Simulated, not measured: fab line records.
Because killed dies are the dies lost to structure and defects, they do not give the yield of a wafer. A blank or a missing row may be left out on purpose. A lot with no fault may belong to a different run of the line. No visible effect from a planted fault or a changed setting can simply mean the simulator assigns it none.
Which of the tools did it? -- flow gf180mcu -- Sampling: 14 lots, 42 wafers, 4 of 602 route steps

WHAT THE GAUGES SHOWED, per wafer
GF_V5_OVL_MEAS_15. Usual: V5_OVL typically reads -3 nm, with standard deviation 6.6.
lot,measured,on,V5_OVL (nm),flag
L767,day 27 06:06,overlay-01,-9 -6 -3,
L768,day 28 01:48,overlay-01,-11 -4 -11,
L770,day 28 12:50,overlay-02,1 10 18,
L772,day 29 14:00,overlay-02,7 -4 -3,
L773,day 29 17:53,overlay-02,0 -4 -2,
L776,day 30 07:41,overlay-02,-3 -3 -9,
L777,day 30 17:17,overlay-01,-18 -13 -12,
L778,day 30 21:41,overlay-01,-4 -7 -11,
L779,day 30 23:32,overlay-02,9 -2 0,
L780,day 31 11:47,overlay-02,-12 -11 -13,
L781,day 31 18:17,overlay-02,1 3 -6,
L784,day 32 08:38,overlay-01,11 5 4,
L785,day 32 16:23,overlay-02,-5 -7 -6,
L786,day 32 21:10,overlay-02,-3 -4 -8,

WHICH TOOL RAN EACH LOT (tool, then ch and the chambers of the sampled wafers, then the start)
lot,GF_CONTACT_SPUTTER_22,GF_V4_ETCH_17,GF_V4_SPUTTER_21
L767,"pvd_sputter-02, day 16 02:57","rie_diel-01 ch 0,2,3, day 24 10:44 or earlier","pvd_sputter-02, day 24 10:44"
L768,"pvd_sputter-03, day 16 23:40","rie_diel-02 ch 1,2, day 25 08:20 or earlier","pvd_sputter-03, day 25 08:20"
L770,"pvd_sputter-03, day 17 12:35","rie_diel-04 ch 1,3, day 25 22:08 or earlier","pvd_sputter-01, day 25 22:08"
L772,"pvd_sputter-03, day 18 16:21","rie_diel-02 ch 0,1,2, day 26 23:08 or earlier","pvd_sputter-02, day 26 23:08"
L773,"pvd_sputter-01, day 19 00:03","rie_diel-04 ch 0,2,3, day 27 04:27 or earlier","pvd_sputter-03, day 27 04:27"
L776,"pvd_sputter-03, day 19 19:14","rie_diel-01 ch 1,2,3, day 27 20:04 or earlier","pvd_sputter-02, day 27 20:04"
L777,"pvd_sputter-03, day 20 07:12","rie_diel-01 ch 1,2,3, day 28 05:47 or earlier","pvd_sputter-01, day 28 05:47"
L778,"pvd_sputter-02, day 20 11:13","rie_diel-04 ch 0,3, day 28 09:36 or earlier","pvd_sputter-03, day 28 09:36"
L779,"pvd_sputter-03, day 20 19:30","rie_diel-01 ch 0,2,3, day 28 13:02 or earlier","pvd_sputter-01, day 28 13:02"
L780,"pvd_sputter-03, day 21 07:26","rie_diel-02 ch 0,1, day 29 00:26 or earlier","pvd_sputter-02, day 29 00:26"
L781,"pvd_sputter-03, day 21 13:36","rie_diel-02 ch 0,2, day 29 07:46 or earlier","pvd_sputter-01, day 29 07:46"
L784,"pvd_sputter-01, day 22 14:30","rie_diel-04 ch 0,1, day 30 00:17 or earlier","pvd_sputter-01, day 30 00:17"
L785,"pvd_sputter-03, day 22 20:14","rie_diel-04 ch 0,2,3, day 30 06:02 or earlier","pvd_sputter-01, day 30 06:02"
L786,"pvd_sputter-03, day 23 05:19","rie_diel-04 ch 0,2, day 30 14:34 or earlier","pvd_sputter-01, day 30 14:34"
- GF_CONTACT_SPUTTER_22: material Ti, target thk 15 nm, time 80.02 s.
- GF_V4_ETCH_17: etches SiO2 in C4F8/O2/Ar, stops on TiN, target depth 630 nm.
- GF_V4_SPUTTER_21: material Ti, target thk 15 nm, time 80.02 s.

WHAT THE TOOLS THEMSELVES READ (means of the sampled wafers that have a number; where no wafer has one, the mark that the record gives instead)
GF_CONTACT_SPUTTER_22. Usual: throttle_valve_pct at 30.1 %, with a standard deviation of 0.68.
lot,tool,throttle_valve_pct (%),flag
L767,pvd_sputter-02,30.2,
L768,pvd_sputter-03,30.5,
L770,pvd_sputter-03,30.2,
L772,pvd_sputter-03,30.7,
L773,pvd_sputter-01,30.0,
L776,pvd_sputter-03,30.6,
L777,pvd_sputter-03,30.5,
L778,pvd_sputter-02,29.8,
L779,pvd_sputter-03,30.5,
L780,pvd_sputter-03,30.2,
L781,pvd_sputter-03,30.4,
L784,pvd_sputter-01,30.1,
L785,pvd_sputter-03,30.5,
L786,pvd_sputter-03,30.3,

GF_V4_ETCH_17. Usual: oes_product_au at 0.857 a.u., with a standard deviation of 0.0048.
lot,tool,oes_product_au (a.u.),flag
L767,rie_diel-01,0.857,
L768,rie_diel-02,0.859,
L770,rie_diel-04,0.854,
L772,rie_diel-02,0.858,
L773,rie_diel-04,0.854,
L776,rie_diel-01,0.854,
L777,rie_diel-01,0.861,
L778,rie_diel-04,0.858,
L779,rie_diel-01,0.862,
L780,rie_diel-02,0.856,
L781,rie_diel-02,0.856,
L784,rie_diel-04,0.856,
L785,rie_diel-04,0.860,
L786,rie_diel-04,0.860,

GF_V4_SPUTTER_21. Usual: throttle_valve_pct at 30.0 %, with a standard deviation of 0.7.
lot,tool,throttle_valve_pct (%),flag
L767,pvd_sputter-02,30.5,
L768,pvd_sputter-03,30.2,
L770,pvd_sputter-01,30.1,
L772,pvd_sputter-02,28.6,
L773,pvd_sputter-03,30.7,
L776,pvd_sputter-02,29.6,
L777,pvd_sputter-01,30.1,
L778,pvd_sputter-03,30.6,
L779,pvd_sputter-01,30.3,
L780,pvd_sputter-02,30.1,
L781,pvd_sputter-01,30.1,
L784,pvd_sputter-01,30.2,
L785,pvd_sputter-01,30.1,
L786,pvd_sputter-01,30.1,

THE ANSWER, worked out from the rows above alone
Rule: take the mean of a lot's wafers that have a number; if it is more than 3 standard deviations from the usual mean, the lot is off. A lot without any number at a reading at which 4 lots or more have one is off too. The other lots that the step has rows for count as sound. After the gauges, taken in route order, come the tools' own readings; for these a lot's mean is taken, as printed above. At the first step where some lot is off, the reading lying furthest off is the one used; lots without a number count as furthest.
None of the lots is off at any reading shown; this tells nothing.

WHAT THE SIMULATOR PUT IN
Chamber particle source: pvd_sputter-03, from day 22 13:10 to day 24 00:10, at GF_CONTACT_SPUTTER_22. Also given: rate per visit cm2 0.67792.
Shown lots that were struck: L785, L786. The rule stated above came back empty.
